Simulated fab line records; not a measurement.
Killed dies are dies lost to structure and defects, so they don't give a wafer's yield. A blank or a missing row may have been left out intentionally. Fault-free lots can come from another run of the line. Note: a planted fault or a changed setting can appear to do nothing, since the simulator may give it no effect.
fab line records | flow sky130
record: lots: 6 wafers: 18 last-day: 49
route steps=708 shown CAP2M@615 METAL4@621
lots untouched by any fault: they come from a run of this same line in which no faults occurred
start-h: the number of hours between the record's first day and the start of the first shown wafer of the lot | wait-h: hours since the lot's step before | " repeats the value in the row above | L1.1+2: a row that stands for several wafers | - no value present, or no start provided | * or withheld: withheld | < > ~ a bound
route shown NAME@n: NAME is a module with steps in the file, n the number in the route of the first one | usual: the fault-free wafers' mean and standard deviation | same: alike in all rows | chamber/n: place in a boat | sites: the reading at each site | _std_site: the standard deviation of these | _edge_site: inner sites' mean taken away from outer sites' mean | radius-mm: for every site, how far away it sits from the centre of the wafer | mask NAME#n: copy n | behind: the tool/chamber that last shaped the wafer | hold: reason for holding the lot/hours on hold/outcome of the hold | device: which transistor (n, p or np) failed to switch | end of line: the tests these same wafers got at the end of their route | a step with no rows: only its recipe | killed: not the wafer's yield, but the dies lost to structure and defects at the first sort | map: a wafer's dies, x killed, . not, _ none there
set.NAME: the setting that was run; set.NAME@STEP: the one run at that earlier step | model.NAME: the simulator's own value behind a step, which no gauge read
lots at selected steps of the route; one table per step, one row per wafer
services: the hour from which a tool's chamber was out of use, counted from the record's first day as start-h (under 0 if before that day), plus the number of hours and why
== steps ==
step: SKY_CAP2M_OVL_MEAS_12
usual: CAP2M_OVL: -0.7/1.5
columns lot.wafer tool chamber start-h wait-h CAP2M_OVL[nm]
L259.1 overlay-01 - 1010.70 0.1 -2.5
L259.2 " - " " -1.4
L259.3 " - " " -3.4
L261.1 overlay-01 - 1025.46 0.1 0.9
L261.2 " - " " 0.4
L261.4 " - " " -0.1
L262.3 overlay-01 - 1032.46 0.1 -0.5
L262.5 " - " " 0.0
L262.6 " - " " 0.4
L266.1 overlay-01 - 1050.65 0.1 -0.6
L266.4 " - " " -0.7
L266.5 " - " " -2.6
L269.2 overlay-01 - 1072.71 0.1 -2.3
L269.5 " - " " 3.2
L269.6 " - " " 1.5
L270.2 overlay-01 - 1076.65 0.1 2.2
L270.3 " - " " 2.3
L270.5 " - " " 0.7
step: SKY_CAP2M_METAL_ETCH_13
recipe: target-depth-nm: 220 stop-on: SiO2 chemistry: Cl2/BCl3 target: TiN pressure-mtorr: 10 icp-w: 900 bias-w: 48.5 Cl2_flow_sccm: 60 bcl3-flow-sccm: 30 time-s: 62.9
usual: drypump-motor-current-A: 5.82/0.3 oes-product-au: 0.942/0.0066 throttle-valve-pct: 21.901/0.0092
same: time-s: 62.9
columns lot.wafer tool chamber start-h wait-h drypump-motor-current-A oes-product-au rf-hours-counter-h throttle-valve-pct
L259.1 rie-metal-02 0 1010.73 0.0 5.61 0.942 12 21.897
L259.2 " 1 " " 5.68 0.934 11 21.905
L259.3 " 1 " " 5.67 0.937 - 21.920
L261.1 rie-metal-02 0 1025.49 0.0 5.62 0.941 13 21.893
L261.2 " 1 " " 5.69 0.942 12 21.897
L261.4 " 0 " " 5.62 0.949 - 21.899
L262.3 rie-metal-01 1 1032.51 0.0 6.23 0.956 - 21.893
L262.5 " 1 " " 6.24 0.940 - 21.897
L262.6 " 0 " " 6.42 0.956 - 21.902
L266.1 rie-metal-02 1 1050.68 0.0 5.70 0.941 13 21.908
L266.4 " 1 " " 5.69 0.942 - 21.901
L266.5 " 0 " " 5.59 0.946 - 21.911
L269.2 rie-metal-02 1 1072.74 0.0 5.70 0.940 14 21.895
L269.5 " 1 " " 5.71 0.940 - 21.898
L269.6 " 0 " " 5.61 0.943 - 21.889
L270.2 rie-metal-01 1 1076.68 0.0 6.24 0.931 18 21.902
L270.3 " 1 " " 6.25 0.945 - 21.909
L270.5 " 1 " " 6.27 0.940 - 21.907
step: SKY_CAP2M_STRIP_14
recipe: chemistry: O2/N2 power-w: 1400 pressure-mtorr: 1500 platen-temp-c: withheld o2-flow-sccm: 3125 n2-flow-sccm: 300 overash-fraction: 0.5
usual: drypump-motor-current-A: 6.2/0.43 oes-product-au: 0.711/0.0047 strip-time-to-endpoint-s: 12.63/0.039
columns lot.wafer tool chamber start-h wait-h drypump-motor-current-A oes-product-au rf-hours-counter-h strip-time-to-endpoint-s
L259.1 plasma-asher-01 1 1010.81 0.1 6.3 0.708 57 12.61
L259.2 " 0 " " 5.7 0.710 57 12.61
L259.3 " 1 " " 6.3 0.702 - 12.62
L261.1 plasma-asher-04 1 1025.57 0.1 6.8 0.708 28 12.56
L261.2 " 0 " " 6.3 0.711 28 12.56
L261.4 " 0 " " 6.3 0.707 - 12.61
L262.3 plasma-asher-01 0 1032.59 0.1 5.7 0.711 - 12.61
L262.5 " 1 " " 6.2 0.714 - 12.64
L262.6 " 0 " " 5.7 0.706 - 12.64
L266.1 plasma-asher-04 1 1050.79 0.1 6.8 0.709 31 12.71
L266.4 " 0 " " 6.3 0.710 - 12.68
L266.5 " 1 " " 6.8 0.715 - 12.63
L269.2 plasma-asher-04 0 1072.82 0.1 6.3 0.713 33 12.61
L269.5 " 0 " " 6.3 0.714 - 12.67
L269.6 " 1 " " 6.8 0.719 - 12.64
L270.2 plasma-asher-02 1 1076.76 0.1 6.1 0.698 94 12.58
L270.3 " 1 " " 6.1 0.703 - 12.60
L270.5 " 1 " " 6.0 0.719 - 12.55
step: SKY_CAP2M_STRIP_15
recipe: chemistry: post-etch-residue-remover time-s: 1200 temp-c: 72.5
step: SKY_CAP2M_CLEAN_16
recipe: chemistry: IPA time-s: 180 temp-c: 25
step: SKY_CAP2M_CLEAN_17
recipe: chemistry: O3/DIW dry: n2-spin
step: SKY_METAL4_DEHYDRATE_05
recipe: temp-c: 200 time-s: 60
step: SKY_METAL4_HMDS_06
recipe: prime-time-s: 60 prime-temp-c: 120
step: SKY_METAL4_COAT_07
recipe: resist: BARC temp-c: withheld time-s: withheld spin-rpm: 3000 resist-thk-nm: 60
step: SKY_METAL4_COAT_08
recipe: resist: KrF-thick spin-rpm: 3000 resist-thk-nm: 1140
step: SKY_METAL4_SOFTBAKE_09
recipe: temp-c: 100 time-s: 90 resist: KrF-thick
step: SKY_METAL4_EXPOSE_10
recipe: mask-id: MM4 na: 0.68 source-shape: annular sigma-inner: 0.4 sigma-outer: 0.8 target-cd-nm: 300 dose-mj: 28
step: SKY_METAL4_PEB_11
recipe: peb-temp-c: withheld peb-time-s: withheld resist: KrF-thick
usual: chill-plate-temp-C: * exhaust-pa: 44.7/1 resist-line-temp-C: *
columns lot.wafer tool chamber start-h wait-h chill-plate-temp-C exhaust-pa resist-line-temp-C
L259.1 litho-track-03 0 1033 - * 45.5 *
L259.2 " 0 " " * 45.0 *
L259.3 " 0 " " * 44.5 *
L261.1 litho-track-03 - 1048 - - - -
L261.2 " - " " - - -
L261.4 " - " " - - -
L262.3 litho-track-04 - 1054 - - - -
L262.5 " - " " - - -
L262.6 " - " " - - -
L266.1 litho-track-03 0 1072 - * 43.9 *
L266.4 " 0 " " * 45.2 *
L266.5 " 0 " " * 46.4 *
L269.2 litho-track-03 0 1094 - * 44.3 *
L269.5 " 0 " " * 43.7 *
L269.6 " 0 " " * 42.2 *
L270.2 litho-track-02 0 1098 - * 44.5 *
L270.3 " 0 " " * 46.1 *
L270.5 " 0 " " * 46.1 *
step: SKY_METAL4_DEVELOP_12
recipe: develop-time-s: 60 resist: KrF-thick dev-temp-c: 21
== services ==
columns tool chamber start-h hours kind
plasma-asher-02 - 1054.45 8.7 repair
rie-metal-02 - 1063.49 2.8 pm
plasma-asher-01 - 1077.28 6.7 repair
rie-metal-02 - 1090.22 1.0 repair
== key ==
first-sign: step: SKY_METAL4_PEB_11 reading: tool-record direction: missing
effect none on later readings
met-at SKY_METAL4_PEB_11
struck-wafers L261.1,L261.2,L261.4,L262.3,L262.5,L262.6
later-rows-left-out L261.1,L261.2,L261.4,L262.3,L262.5,L262.6
sort-left-out L261.1,L261.2,L261.4,L262.3,L262.5,L262.6
onset-between 1033 1048
fault: kind: skipped-step-whole tool: litho-track-03,litho-track-04 chamber: - onset-h: 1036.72 steps: SKY_METAL4_PEB_11 scope: struck-lots-only
sort-left-out: the simulated sort isn't trusted on such a fault, so these wafers' sort isn't shown, and their yield isn't known
later-rows-left-out: the simulator's readings of these wafers behind a module that went badly wrong aren't trusted and aren't shown, but for the sort
